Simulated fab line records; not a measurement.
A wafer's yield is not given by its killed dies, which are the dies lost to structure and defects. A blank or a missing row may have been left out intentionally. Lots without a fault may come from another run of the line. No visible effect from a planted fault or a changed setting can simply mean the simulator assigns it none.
A lot that was struck, set against a sound lot | flow sfq_line | 17 out of 325 route steps
Sound: wafers L728.1, L728.2, L728.6. Wafers L736.1, L736.5, L736.6 were the ones struck. The cause comes at the end.
For every step that has rows: the tool of each side, followed by ch and its chambers, followed by its first start. Under that, the readings that differ: sound wafers | struck wafers | difference of the means | sigmas: that difference in standard deviations of wafers without a fault.
alike: readings with means less than 2 such deviations apart, plus words and numbers identical on both sides. not compared: withheld readings, readings lacking a value on some wafer, bounds such as >300 that could conceal the same value, and numbers that have no deviation in the record and whose values overlap.
A row with sigmas, a row that says differs or no value, or rows on one side alone: a step with any of these is where the two part. Numbers that have no deviation but don't overlap get no sigmas and don't part them. Lack of a reading on every wafer of one side parts them only where that side has two or more wafers.

SFQ_TRILAYER_L0_VIA_BARC_OPEN_VIA_ETCH_021: etches BARC in O2, target depth 125 nm, time 41.7 s.
  sound on rie_diel-04 ch 0,2,3, day 13 01:49; struck on rie_diel-04 ch 0,1, day 15 11:53
  alike: drypump_motor_current_A, oes_product_au
  not compared: rf_hours_counter_h
SFQ_TRILAYER_L0_VIA_ETCH_VIA_ETCH_016: etches SiO2 in CHF3, stops on MoNx KI, target depth 80 nm.
  sound on rie_diel-04 ch 0,2,3, day 13 01:52; struck on rie_diel-04 ch 0,1, day 15 11:55
  alike: drypump_motor_current_A, oes_product_au
SFQ_TRILAYER_L0_VIA_STRIP_STRIP_017: strips in O2.
  sound on rie_metal-03 ch 0,1, day 13 01:54; struck on rie_metal-02 ch 0,1, day 15 11:58
  reading                     | sound       | struck      | difference | sigmas
  drypump_motor_current_A (A) | 5.5 4.8 4.9 | 6.3 6.3 6.0 | +1.1       | +2
  alike: oes_product_au
  not compared: rf_hours_counter_h
then, 2 steps without rows for these wafers: SFQ_TRILAYER_L0_VIA_STRIP_SOLV_CLEAN_018 (cleans in NMP, time 600 s); SFQ_TRILAYER_M0_DEP_PRE_CLEAN_020 (time 15 s).
SFQ_TRILAYER_M0_DEP_SPUTTER_019: material Nb, target thk 200 nm, time 133.3 s.
  sound: pvd_sputter-05 at day 13 02:43; struck: pvd_sputter-04 at day 15 12:56
  alike: throttle_valve_pct
SFQ_M0_RS_MEAS_904: the measuring method here is four-point-probe.
  sound: film_metro-04 at day 13 02:49; struck: film_metro-02 at day 15 13:02
  alike: M0_NB_RS
then, 4 steps without rows for these wafers: SFQ_TRILAYER_M0_LITHO_COAT_026 (resist thk 62 nm); SFQ_TRILAYER_M0_LITHO_COAT_021 (resist thk 600 nm); SFQ_TRILAYER_M0_LITHO_SOFTBAKE_025; SFQ_TRILAYER_M0_LITHO_EXPOSE_022 (exposes mask M0, target cd 500 nm).
-- the record jumps here: 6 days lie between the struck wafers' starts before and after --
SFQ_TRILAYER_M0_LITHO_PEB_024: peb time 60 s.
  sound on litho_track-03 ch 0, day 18 09:31; struck on litho_track-04 ch 0, day 21 14:41
  reading                  | sound             | struck            | difference | sigmas
  heater_power_total_W (W) | 79.25 79.09 79.19 | 86.53 86.59 86.64 | +7.41      | +99 or more
then, 1 step without rows for these wafers: SFQ_TRILAYER_M0_LITHO_DEVELOP_023 (time 60 s).
SFQ_M0_OVL_MEAS_906:
  sound: overlay-01 at day 18 09:49; struck: overlay-01 at day 21 14:59
  alike: M0_OVL
SFQ_TRILAYER_M0_BARC_OPEN_METAL_ETCH_031: etches BARC in O2, target depth 125 nm, time 41.7 s.
  sound on rie_metal-04 ch 0, day 18 10:02; struck on rie_metal-02 ch 0,1, day 21 15:02
  reading             | sound             | struck            | difference | sigmas
  model.M0.cd_nm (nm) | 503.9 501.9 503.1 | 542.2 542.8 542.6 | +39.6      |
  alike: drypump_motor_current_A, oes_product_au
  not compared: rf_hours_counter_h
SFQ_TRILAYER_M0_ETCH_METAL_ETCH_024: etches Nb in Cl2/Ar, stops on SiO2, target depth 240 nm, time 120 s.
  sound on rie_metal-04 ch 0, day 18 10:09; struck on rie_metal-02 ch 0,1, day 21 15:05
  reading             | sound             | struck            | difference | sigmas
  model.M0.cd_nm (nm) | 504.4 503.2 503.6 | 542.7 542.5 543.3 | +39.1      |
  alike: drypump_motor_current_A, oes_product_au
  not compared: rf_hours_counter_h
SFQ_TRILAYER_M0_STRIP_STRIP_025: strips in O2.
  sound on rie_metal-04 ch 0, day 18 10:24; struck on rie_metal-02 ch 0,1, day 21 15:13
  alike: drypump_motor_current_A, oes_product_au
  not compared: rf_hours_counter_h

== WHERE THEY PART ==
Earliest at SFQ_TRILAYER_L0_VIA_STRIP_STRIP_017; latest, in this record, at SFQ_TRILAYER_M0_LITHO_PEB_024. Later steps at which nothing parts them and some readings are alike: SFQ_M0_OVL_MEAS_906, SFQ_TRILAYER_M0_BARC_OPEN_METAL_ETCH_031, SFQ_TRILAYER_M0_ETCH_METAL_ETCH_024, SFQ_TRILAYER_M0_STRIP_STRIP_025.

WHY: what had been put in by the simulator
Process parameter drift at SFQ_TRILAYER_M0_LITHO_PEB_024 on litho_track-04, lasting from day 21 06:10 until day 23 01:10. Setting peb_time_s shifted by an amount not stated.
